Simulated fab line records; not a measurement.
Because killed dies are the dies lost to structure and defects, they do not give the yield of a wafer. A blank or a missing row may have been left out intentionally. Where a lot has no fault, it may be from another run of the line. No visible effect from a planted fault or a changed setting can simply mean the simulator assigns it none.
Which tool is to blame? -- flow gf180mcu -- Sampling: 14 lots, 42 wafers, 4 of 602 route steps

## WHAT EACH GAUGE READ, for each wafer
GF_V2_OVL_MEAS_15.
lot,measured,on,V2_OVL (nm)
L881,day 21 07:05,overlay-01,-2 -7 0
L882,day 21 19:37,overlay-01,-1 0 3
L883,day 22 06:49,overlay-01,-2 6 3
L884,day 22 13:10,overlay-01,13 11 18
L885,day 23 03:10,overlay-02,7 8 5
L886,day 23 03:31,overlay-02,4 4 9
L887,day 23 18:20,overlay-02,8 7 6
L889,day 24 06:40,overlay-01,2 3 1
L892,day 25 04:25,overlay-01,9 10 7
L894,day 25 19:58,overlay-01,3 3 3
L896,day 26 12:55,overlay-01,3 6 3
L897,day 26 21:09,overlay-02,7 9 8
L898,day 27 03:26,overlay-02,6 5 7
L901,day 27 22:56,overlay-02,-4 -3 0

GF_M3_THK_MEAS_06: measures by xrf.
lot,measured,on,M3_ALCU_THK (nm)
L881,day 21 08:50,film metro-01,454 448 451
L882,day 21 21:22,film metro-02,447 450 452
L883,day 22 08:34,film metro-04,446 442 441
L884,day 22 14:54,film metro-04,436 439 441
L885,day 23 04:55,film metro-02,453 444 449
L886,day 23 05:15,film metro-04,449 446 444
L887,day 23 20:05,film metro-01,441 440 443
L889,day 24 08:23,film metro-02,453 455 455
L892,day 25 06:11,film metro-02,447 445 445
L894,day 25 21:55,film metro-02,445 445 447
L896,day 26 14:44,film metro-02,439 440 438
L897,day 26 22:56,film metro-04,445 444 444
L898,day 27 05:10,film metro-01,446 441 443
L901,day 28 00:49,film metro-02,451 448 452

## WHICH TOOL RAN EACH LOT (tool, then ch and the chambers of the sampled wafers, then the start)
lot,GF_SAB_ETCH_11,GF_M2_SPUTTER_04
L881,"rie diel-02 ch 0,2,3, day 15 22:55","pvd sputter-03, day 19 03:43"
L882,"rie diel-01 ch 0,1,3, day 16 11:55","pvd sputter-01, day 19 16:55"
L883,"rie diel-02 ch 0,1,3, day 16 22:07","pvd sputter-04, day 20 05:06"
L884,"rie diel-03 ch 0,2,3, day 17 04:43","pvd sputter-04, day 20 11:09"
L885,"rie diel-03 ch 1,2, day 17 18:10","pvd sputter-03, day 21 03:16"
L886,"rie diel-02 ch 0,3, day 17 20:03","pvd sputter-01, day 21 03:35"
L887,"rie diel-02 ch 0,1, day 18 10:28","pvd sputter-01, day 21 17:26"
L889,"rie diel-02 ch 0,1,3, day 19 00:33","pvd sputter-03, day 22 07:26"
L892,"rie diel-02 ch 0,3, day 20 01:01","pvd sputter-01, day 23 06:14"
L894,"rie diel-02 ch 0,3, day 20 18:57","pvd sputter-01, day 23 23:12"
L896,"rie diel-02 ch 0,2,3, day 21 12:39","pvd sputter-03, day 24 16:13"
L897,"rie diel-01 ch 1,2,3, day 21 22:06","pvd sputter-03, day 25 00:34"
L898,"rie diel-01 ch 1,2,3, day 22 06:10","pvd sputter-01, day 25 08:36"
L901,"rie diel-01 ch 1,2,3, day 23 04:13","pvd sputter-01, day 26 04:24"
- GF_SAB_ETCH_11: etches SiO2 in C4F8/O2/Ar, target depth 55 nm, time 8.5 s.
- GF_M2_SPUTTER_04: material TiN, target thk 50 nm, time 41.7 s.

## AS READ BY THE TOOLS THEMSELVES (means over the sampled wafers that have a number; for cases with no such wafer, the mark the record gives instead)
GF_SAB_ETCH_11.
lot,tool,oes product au (a.u.)
L881,rie diel-02,1.005
L882,rie diel-01,0.994
L883,rie diel-02,1.008
L884,rie diel-03,1.002
L885,rie diel-03,1.011
L886,rie diel-02,1.010
L887,rie diel-02,0.994
L889,rie diel-02,0.994
L892,rie diel-02,1.012
L894,rie diel-02,0.998
L896,rie diel-02,0.997
L897,rie diel-01,0.996
L898,rie diel-01,0.999
L901,rie diel-01,1.006

GF_M2_SPUTTER_04.
lot,tool,throttle valve pct (%)
L881,pvd sputter-03,30.1
L882,pvd sputter-01,30.4
L883,pvd sputter-04,30.6
L884,pvd sputter-04,30.7
L885,pvd sputter-03,29.7
L886,pvd sputter-01,30.5
L887,pvd sputter-01,30.2
L889,pvd sputter-03,29.9
L892,pvd sputter-01,30.2
L894,pvd sputter-01,30.5
L896,pvd sputter-03,29.9
L897,pvd sputter-03,29.6
L898,pvd sputter-01,30.0
L901,pvd sputter-01,30.2

## THE ANSWER, worked out from the rows above alone
Rule: usual is defined by the lots themselves. The widest of any qualifying gaps counts: lots, ordered by their means at a reading, are off when they make up no more than a third of the lots, leave a main group of 4 or more, and stand apart from it by 3 or more times the standard deviation of that group's means. Not used: any main group whose means are identical at the precision the tables above print for the reading. A lot without any number at a reading at which 4 lots or more have one is off too. Where the step has rows for the other lots, those lots are counted as sound. After the gauges, taken in route order, come the tools' own readings; for these a lot's mean is taken, as printed above. The first step at which some lot is off is used, and at that step the reading that is off furthest; a lot without a number counts as furthest.
None of the lots is off at any reading shown; this tells nothing.

## WHAT THE SIMULATOR PUT IN
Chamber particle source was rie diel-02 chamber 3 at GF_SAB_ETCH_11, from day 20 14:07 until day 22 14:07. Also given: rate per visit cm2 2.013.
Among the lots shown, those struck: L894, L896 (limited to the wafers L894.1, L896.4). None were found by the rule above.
